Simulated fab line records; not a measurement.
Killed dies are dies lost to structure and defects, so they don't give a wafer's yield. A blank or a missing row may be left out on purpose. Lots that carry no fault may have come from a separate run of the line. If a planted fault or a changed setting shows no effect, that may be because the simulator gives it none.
Which tool did it? ; flow sky130 ; 15 lots, 45 wafers sampled, at 2 steps of a route of 708

WHAT EACH GAUGE READ, for each wafer
No reading from a measuring or inspecting step in the record can be judged against a usual standard deviation.

WHICH TOOL RAN EACH LOT (tool, then ch and the chambers of the sampled wafers, then the start)
lot;SKY_GATE_OXIDE_CLEAN_15;SKY_PAD_OPEN_PROBE_99
L862;wetBench-04 ch 1, day 13 23:37;prober-02, day 45 14:26
L864;wetBench-03 ch 2, day 14 08:41;-
L863;wetBench-03 ch 2, day 14 12:41;-
L866;wetBench-04 ch 3, day 15 13:21;prober-02, day 46 17:02
L867;wetBench-03 ch 0, day 15 13:31;-
L868;wetBench-01 ch 2, day 16 05:13;-
L869;wetBench-04 ch 2, day 16 13:56;prober-02, day 47 13:26
L872;wetBench-03 ch 0, day 17 16:39;-
L873;wetBench-01 ch 3, day 17 21:58;-
L876;wetBench-01 ch 0, day 19 01:28;-
L877;wetBench-04 ch 0, day 19 13:37;prober-01, day 50 10:14
L879;wetBench-01 ch 2, day 20 04:34;-
L880;wetBench-04 ch 2, day 20 04:55;prober-02, day 50 13:14
L884;wetBench-01 ch 1, day 21 17:05;prober-01, day 50 15:30
L885;wetBench-04 ch 0, day 22 03:37;-
- SKY_GATE_OXIDE_CLEAN_15: cleans in SC1/SC2, time 150 s.
- SKY_PAD_OPEN_PROBE_99

AS READ BY THE TOOLS THEMSELVES (means over the sampled wafers that have a number; for cases with no such wafer, the mark the record gives instead)
SKY_GATE_OXIDE_CLEAN_15. Usual: bathGuardTempC 70.0 C, standard deviation 0.33; bathHeatDutyPct 13.9 %, standard deviation 1.5.
lot;tool;bathGuardTempC (C);bathHeatDutyPct (%);flag
L862;wetBench-04;70.0;14.8;
L864;wetBench-03;70.0;15.3;
L863;wetBench-03;69.9;15.2;
L866;wetBench-04;70.7;13.1;
L867;wetBench-03;70.1;14.9;
L868;wetBench-01;70.0;11.4;
L869;wetBench-04;69.7;14.0;
L872;wetBench-03;69.9;15.5;
L873;wetBench-01;69.8;15.2;
L876;wetBench-01;69.7;14.3;
L877;wetBench-04;-;-;OFF
L879;wetBench-01;-;-;OFF
L880;wetBench-04;-;-;OFF
L884;wetBench-01;69.6;12.9;
L885;wetBench-04;69.9;12.7;

SKY_PAD_OPEN_PROBE_99. Usual: killed_at_M0_to_M3 44, standard deviation 7.9; killed_at_M4_up 3.1, standard deviation 1.9; killedAtContacts 24, standard deviation 4.6; killedAtFrontEnd 16, standard deviation 4.9; killedAtOther 0.3, standard deviation 0.6; killedDies 87, standard deviation 9.7; killedOpen 48, standard deviation 7.2; killedShort 39, standard deviation 5.6.
lot;tool;killed_at_M0_to_M3;killed_at_M4_up;killedAtContacts;killedAtFrontEnd;killedAtOther;killedDies;killedOpen;killedShort;flag
L862;prober-02;46;2.3;28;21;0.0;98;56;42;
L866;prober-02;59;3.0;23;15;0.3;101;57;44;
L869;prober-02;33;2.3;23;19;0.0;78;43;35;
L877;prober-01;44;3.3;21;16;0.0;85;46;39;
L880;prober-02;38;2.0;26;17;0.7;84;43;40;
L884;prober-01;48;3.3;21;14;1.3;88;47;40;

THE ANSWER, worked out from the rows above alone
Rule: take the mean of a lot's wafers that have a number; if it is more than 3 standard deviations from the usual mean, the lot is off. Also off: a lot with no number at a reading for which 4 or more lots have one. All remaining lots with rows at the step are treated as sound. The gauges are gone through in route order, then the tools' own readings, and for those a lot's mean is taken as printed above. At the first step where some lot is off, the reading lying furthest off is the one used; lots without a number count as furthest.
Off: L877, L879, L880 (SKY_GATE_OXIDE_CLEAN_15, bathGuardTempC). Without a number there: L877, L879, L880.
If a tool, at that step or one of the process steps before it, ran each lot that is off and ran no sound lot following the first of them, it fits. Of those tried, none fits.

WHAT WAS PUT IN BY THE SIMULATOR
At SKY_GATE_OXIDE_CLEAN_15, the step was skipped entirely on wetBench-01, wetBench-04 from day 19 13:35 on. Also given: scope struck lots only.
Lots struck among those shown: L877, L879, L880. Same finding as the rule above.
